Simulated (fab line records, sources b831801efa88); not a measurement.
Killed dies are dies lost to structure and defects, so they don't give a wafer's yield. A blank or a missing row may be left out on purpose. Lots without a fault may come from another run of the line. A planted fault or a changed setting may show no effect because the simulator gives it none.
fab line records | flow gf180mcu
record lots=12 wafers=36 last_day=34
route steps=602 shown V2@396 M3@423 V3@452
lots that met no fault: from a run of the same line without faults
start_h: hours from the record's first day to the start of the lot's first wafer shown | wait_h: hours since the lot's step before | " the same as in the row above | L1.1+2: a row that stands for several wafers | - no value, or no start given | * or withheld: withheld | < > ~ a bound
route shown NAME@n: a module of which the file shows steps, and the number in the route of the first | usual: mean/standard deviation of fault-free wafers | same: alike in all rows | chamber/n: place in a boat | sites: the reading at each site | _std_site: their standard deviation | _edge_site: outer sites' mean less inner sites' | radius_mm: how far each site lies from the wafer's centre | mask NAME#n: copy n | behind: the tool/chamber that last shaped the wafer | hold: why the lot was held/for how many hours/how that ended | device: the transistor (n, p or np) that didn't switch | end of line: the same wafers' tests at the end of the route | a step without rows: its recipe alone | killed: dies lost to structure and defects at the first sort, not the wafer's yield | map: a wafer's dies, x killed, . not, _ none there
set.NAME: the setting as run; set.NAME@STEP: as run at that earlier step | model.NAME: the simulator's own value behind a step, which no gauge read
steps of the route over a sample of lots; a table a step, a row a wafer
services: from which hour (start_h, from the record's first day; less than 0 if before it) a tool's chamber was out of use, for how many hours, and why
## steps
# step GF_V2_CD_MEAS_14
# recipe target_cd_nm=260
# usual cd_nm=259.8/1.2
# columns lot.wafer tool chamber start_h wait_h cd_nm
L469.2 cd_sem-01 - 470.54 0.1 258.9
L469.4 " - " " 259.5
L469.5 " - " " 261.0
L470.4 cd_sem-01 - 480.88 0.1 258.0
L470.5 " - " " 258.4
L470.6 " - " " 257.6
L471.3 cd_sem-02 - 483.49 0.1 261.1
L471.4 " - " " 260.3
L471.6 " - " " 259.9
L472.1 cd_sem-02 - 496.70 0.1 259.6
L472.2 " - " " 258.2
L472.4 " - " " 258.2
L475.1 cd_sem-01 - 523.11 0.1 260.4
L475.5 " - " " 260.3
L475.6 " - " " 259.5
L478.1 cd_sem-01 - 550.67 0.1 259.9
L478.3 " - " " 259.1
L478.4 " - " " 258.9
L482.3 cd_sem-02 - 585.85 0.1 260.2
L482.4 " - " " 261.8
L482.5 " - " " 260.6
L487.2 cd_sem-01 - 619.86 0.1 259.3
L487.3 " - " " 258.3
L487.5 " - " " 259.3
L488.2 cd_sem-01 - 628.59 0.1 259.5
L488.4 " - " " 260.3
L488.5 " - " " 259.7
L489.1 cd_sem-01 - 635.86 0.1 259.4
L489.3 " - " " 259.2
L489.5 " - " " 260.4
L490.2 cd_sem-02 - 645.76 0.1 258.9
L490.3 " - " " 257.7
L490.5 " - " " 259.4
L491.1 cd_sem-02 - 648.86 0.1 259.8
L491.5 " - " " 259.9
L491.6 " - " " 259.3
# step GF_V2_SPUTTER_22
# recipe material=TiN target_thk_nm=10 chamber_pressure_pa=5 power_w=4000 time_s=40
# usual throttle_valve_pct=30.3/0.93
# columns lot.wafer tool chamber start_h wait_h throttle_valve_pct
L469.2 pvd_sputter-04 - 471.43 0.0 31.4
L469.4 " - " " 29.3
L469.5 " - " " 29.5
L470.4 pvd_sputter-02 - 481.70 0.0 31.3
L470.5 " - " " 31.2
L470.6 " - " " 30.6
L471.3 pvd_sputter-03 - 484.36 0.0 29.3
L471.4 " - " " 29.0
L471.6 " - " " 28.7
L472.1 pvd_sputter-02 - 497.57 0.0 29.6
L472.2 " - " " 31.3
L472.4 " - " " 30.7
L475.1 pvd_sputter-04 - 523.99 0.0 29.5
L475.5 " - " " 31.8
L475.6 " - " " 30.2
L478.1 pvd_sputter-03 - 551.58 0.0 31.5
L478.3 " - " " 29.6
L478.4 " - " " 30.5
L482.3 pvd_sputter-03 - 586.69 0.0 29.2
L482.4 " - " " 28.9
L482.5 " - " " 31.7
L487.2 pvd_sputter-02 - 620.76 0.0 29.7
L487.3 " - " " 31.5
L487.5 " - " " 30.5
L488.2 pvd_sputter-02 - 629.46 0.0 31.3
L488.4 " - " " 30.4
L488.5 " - " " 31.3
L489.1 pvd_sputter-02 - 636.74 0.0 29.6
L489.3 " - " " 31.4
L489.5 " - " " 31.6
L490.2 pvd_sputter-02 - 646.62 0.0 31.6
L490.3 " - " " 29.6
L490.5 " - " " 31.6
L491.1 pvd_sputter-04 - 649.74 0.0 31.5
L491.5 " - " " 29.6
L491.6 " - " " 31.6
# step GF_M3_CD_MEAS_14
# recipe target_cd_nm=280
# usual cd_nm=280.0/1.4
# columns lot.wafer tool chamber start_h wait_h cd_nm
L469.2 cd_sem-02 - 496.37 0.1 280.4
L469.4 " - " " 281.1
L469.5 " - " " 281.7
L470.4 cd_sem-02 - 506.31 0.1 279.1
L470.5 " - " " 279.6
L470.6 " - " " 281.1
L471.3 cd_sem-01 - 508.64 0.1 280.2
L471.4 " - " " 281.0
L471.6 " - " " 279.4
L472.1 cd_sem-02 - 521.75 0.1 279.2
L472.2 " - " " 278.7
L472.4 " - " " 278.9
L475.1 cd_sem-02 - 547.31 0.1 278.8
L475.5 " - " " 279.4
L475.6 " - " " 280.2
L478.1 cd_sem-02 - 574.44 0.1 282.6
L478.3 " - " " 282.1
L478.4 " - " " 282.7
L482.3 cd_sem-01 - 608.63 0.1 281.1
L482.4 " - " " 280.1
L482.5 " - " " 279.2
L487.2 cd_sem-02 - 641.11 0.2 281.0
L487.3 " - " " 281.0
L487.5 " - " " 280.7
L488.2 cd_sem-02 - 650.77 0.1 280.4
L488.4 " - " " 282.3
L488.5 " - " " 280.7
L489.1 cd_sem-02 - 657.34 0.1 278.6
L489.3 " - " " 278.8
L489.5 " - " " 278.2
L490.2 cd_sem-01 - 667.11 0.1 280.1
L490.3 " - " " 280.5
L490.5 " - " " 280.4
L491.1 cd_sem-01 - 669.64 0.1 283.9
L491.5 " - " " 282.4
L491.6 " - " " 283.2
# step GF_V3_CVD_23
# recipe material=W target_thk_nm=350 time_s=104.9 temp_c=400 pressure_torr=40
# usual chamber_pressure_Torr=39.98/0.086 heater_power_w=841/44
# columns lot.wafer tool chamber start_h wait_h chamber_pressure_Torr heater_power_w
L469.2 cvd_w-02 0 521.74 0.0 39.82 807
L469.4 " 0 " " 39.85 829
L469.5 " 0 " " 39.88 845
L470.4 cvd_w-02 0 531.97 0.1 39.89 847
L470.5 " 1 " " 40.03 870
L470.6 " 0 " " 39.78 820
L471.3 cvd_w-01 1 533.95 0.1 39.94 918
L471.4 " 0 " " 40.03 763
L471.6 " 1 " " 39.89 887
L472.1 cvd_w-02 0 546.61 0.0 40.08 834
L472.2 " 1 " " 39.99 848
L472.4 " 1 " " 39.94 848
L475.1 cvd_w-02 0 571.72 0.0 40.09 796
L475.5 " 0 " " 40.02 834
L475.6 " 1 " " 40.02 849
L478.1 cvd_w-01 1 597.89 0.0 40.21 907
L478.3 " 0 " " 39.97 778
L478.4 " 1 " " 40.17 890
L482.3 cvd_w-01 0 631.05 0.1 39.89 763
L482.4 " 1 " " 40.03 891
L482.5 " 1 " " 39.90 881
L487.2 cvd_w-02 1 663.22 0.0 44.90 867
L487.3 " 1 " " 44.83 860
L487.5 " 1 " " 44.82 827
L488.2 cvd_w-02 1 672.41 0.0 44.90 868
L488.4 " 1 " " 44.93 895
L488.5 " 1 " " 44.95 858
L489.1 cvd_w-01 0 678.46 0.0 39.94 787
L489.3 " 0 " " 40.05 782
L489.5 " 0 " " 39.91 777
L490.2 cvd_w-01 1 688.08 0.0 39.88 889
L490.3 " 0 " " 39.99 805
L490.5 " 0 " " 40.03 783
L491.1 cvd_w-01 0 690.46 0.0 39.97 785
L491.5 " 0 " " 39.97 761
L491.6 " 1 " " 39.99 905
# step GF_V3_RS_MEAS_24
# recipe thk_meas_gauge=four-point-probe reads=W_of_V3_CVD_23+TiN_of_V3_SPUTTER_22+Ti_of_V3_SPUTTER_21
# usual V3_W_RS=0.329/0.0041
# columns lot.wafer tool chamber start_h wait_h hold V3_W_RS[ohm/sq]
L469.2 film_metro-01 - 521.87 0.1 - 0.327
L469.4 " - " " - 0.328
L469.5 " - " " - 0.325
L470.4 film_metro-02 - 532.10 0.1 - 0.330
L470.5 " - " " - 0.330
L470.6 " - " " - 0.328
L471.3 film_metro-02 - 534.07 0.1 - 0.324
L471.4 " - " " - 0.332
L471.6 " - " " - 0.326
L472.1 film_metro-02 - 546.73 0.1 - 0.326
L472.2 " - " " - 0.331
L472.4 " - " " - 0.332
L475.1 film_metro-02 - 571.83 0.1 - 0.333
L475.5 " - " " - 0.328
L475.6 " - " " - 0.336
L478.1 film_metro-01 - 598.01 0.1 - 0.326
L478.3 " - " " - 0.332
L478.4 " - " " - 0.330
L482.3 film_metro-01 - 631.17 0.1 - 0.323
L482.4 " - " " - 0.322
L482.5 " - " " - 0.320
L487.2 film_metro-02 - 663.35 0.1 await_dispo/0.2h/release 0.311
L487.3 " - " " await_dispo/0.2h/release 0.309
L487.5 " - " " await_dispo/0.2h/release 0.309
L487.2 film_metro-02 - 663.63 0.3 - 0.311
L487.3 " - " " - 0.309
L487.5 " - " " - 0.309
L488.2 film_metro-03 - 672.55 0.1 await_dispo/0.2h/release 0.313
L488.4 " - " " await_dispo/0.2h/release 0.315
L488.5 " - " " await_dispo/0.2h/release 0.313
L488.2 film_metro-03 - 673.06 0.5 - 0.313
L488.4 " - " " - 0.315
L488.5 " - " " - 0.314
L489.1 film_metro-03 - 678.57 0.1 - 0.332
L489.3 " - " " - 0.329
L489.5 " - " " - 0.328
L490.2 film_metro-03 - 688.22 0.1 - 0.322
L490.3 " - " " - 0.327
L490.5 " - " " - 0.330
L491.1 film_metro-01 - 690.58 0.1 - 0.323
L491.5 " - " " - 0.329
L491.6 " - " " - 0.324
# step GF_V3_THK_MEAS_25
# recipe thk_meas_gauge=xrf reads=W_of_V3_CVD_23
# usual V3_W_THK=342/5.1
# columns lot.wafer tool chamber start_h wait_h hold V3_W_THK[nm]
L469.2 film_metro-01 - 521.98 0.1 - 345
L469.4 " - " " - 341
L469.5 " - " " - 344
L470.4 film_metro-02 - 532.19 0.1 - 346
L470.5 " - " " - 345
L470.6 " - " " - 350
L471.3 film_metro-02 - 534.17 0.1 - 354
L471.4 " - " " - 346
L471.6 " - " " - 352
L472.1 film_metro-02 - 546.85 0.1 - 350
L472.2 " - " " - 347
L472.4 " - " " - 347
L475.1 film_metro-02 - 571.95 0.1 - 339
L475.5 " - " " - 342
L475.6 " - " " - 335
L478.1 film_metro-01 - 598.13 0.1 - 343
L478.3 " - " " - 334
L478.4 " - " " - 339
L482.3 film_metro-01 - 631.27 0.1 - 347
L482.4 " - " " - 344
L482.5 " - " " - 350
L487.2 film_metro-02 - 665.68 2.0 await_dispo/0.2h/release 367
L487.3 " - " " await_dispo/0.2h/release 371
L487.5 " - " " await_dispo/0.2h/release 370
L487.2 film_metro-02 - 665.91 0.2 - 367
L487.3 " - " " - 368
L487.5 " - " " - 368
L488.2 film_metro-03 - 676.50 3.4 await_dispo/0.2h/release 356
L488.4 " - " " await_dispo/0.2h/release 354
L488.5 " - " " await_dispo/0.2h/release 355
L488.2 film_metro-03 - 676.73 0.2 - 355
L488.4 " - " " - 355
L488.5 " - " " - 353
L489.1 film_metro-03 - 678.69 0.1 - 338
L489.3 " - " " - 338
L489.5 " - " " - 342
L490.2 film_metro-03 - 688.33 0.1 - 348
L490.3 " - " " - 341
L490.5 " - " " - 338
L491.1 film_metro-01 - 690.70 0.1 - 346
L491.5 " - " " - 340
L491.6 " - " " - 344
## services
# columns tool chamber start_h hours kind
pvd_sputter-04 - 448.01 8.4 repair
pvd_sputter-02 - 478.27 0.5 repair
cvd_w-01 - 508.17 1.1 repair
pvd_sputter-03 - 555.49 9.7 repair
pvd_sputter-04 2 566.39 - consumable_replace:kit
pvd_sputter-04 2 566.39 18.0 scheduled_down
pvd_sputter-04 2 566.39 18.0 vent_cycle
cvd_w-02 - 573.10 2.8 pm
pvd_sputter-03 2 573.20 - consumable_replace:kit
pvd_sputter-03 2 573.20 18.0 scheduled_down
pvd_sputter-03 2 573.20 18.0 vent_cycle
cvd_w-01 1 595.90 1.7 repair
pvd_sputter-04 - 597.00 2.8 repair
cvd_w-01 0 620.63 6.1 repair
cvd_w-01 - 632.11 1.1 repair
pvd_sputter-02 3 663.22 - consumable_replace:kit
pvd_sputter-02 3 663.22 18.0 scheduled_down
pvd_sputter-02 3 663.22 18.0 vent_cycle
cvd_w-02 - 675.90 6.0 pm
pvd_sputter-03 - 685.73 1.3 repair
## key
first_sign step=GF_V3_CVD_23 reading=chamber_pressure_Torr direction=up sigmas=57 usual=39.98 struck=44.89
effect step=GF_V3_RS_MEAS_24 reading=visit direction=added
effect step=GF_V3_THK_MEAS_25 reading=visit direction=added
met_at GF_V3_CVD_23
struck_lots L487,L488
tester_left_out L487
not_acting_at GF_V2_CD_MEAS_14,GF_V2_SPUTTER_22,GF_M3_CD_MEAS_14
onset_between 571.72 663.22
earlier_fault kind=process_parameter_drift tool=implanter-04 chamber=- onset_h=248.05 steps=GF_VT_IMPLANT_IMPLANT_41 channel=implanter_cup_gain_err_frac offset=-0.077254 shape=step end_h=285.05
fault kind=process_parameter_drift tool=cvd_w-02 chamber=- onset_h=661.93 steps=GF_V3_CVD_23 channel=pressure_torr offset=4.9152 shape=step end_h=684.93 acts_in=these_recipes_only stated=40
# tester_left_out: of these lots the tester's yield and bins aren't shown, on N5 and GAA mostly nor the transistor test; their killed dies are dies lost to structure and defects alone, not to doping, threshold or leakage, so they don't give the yield
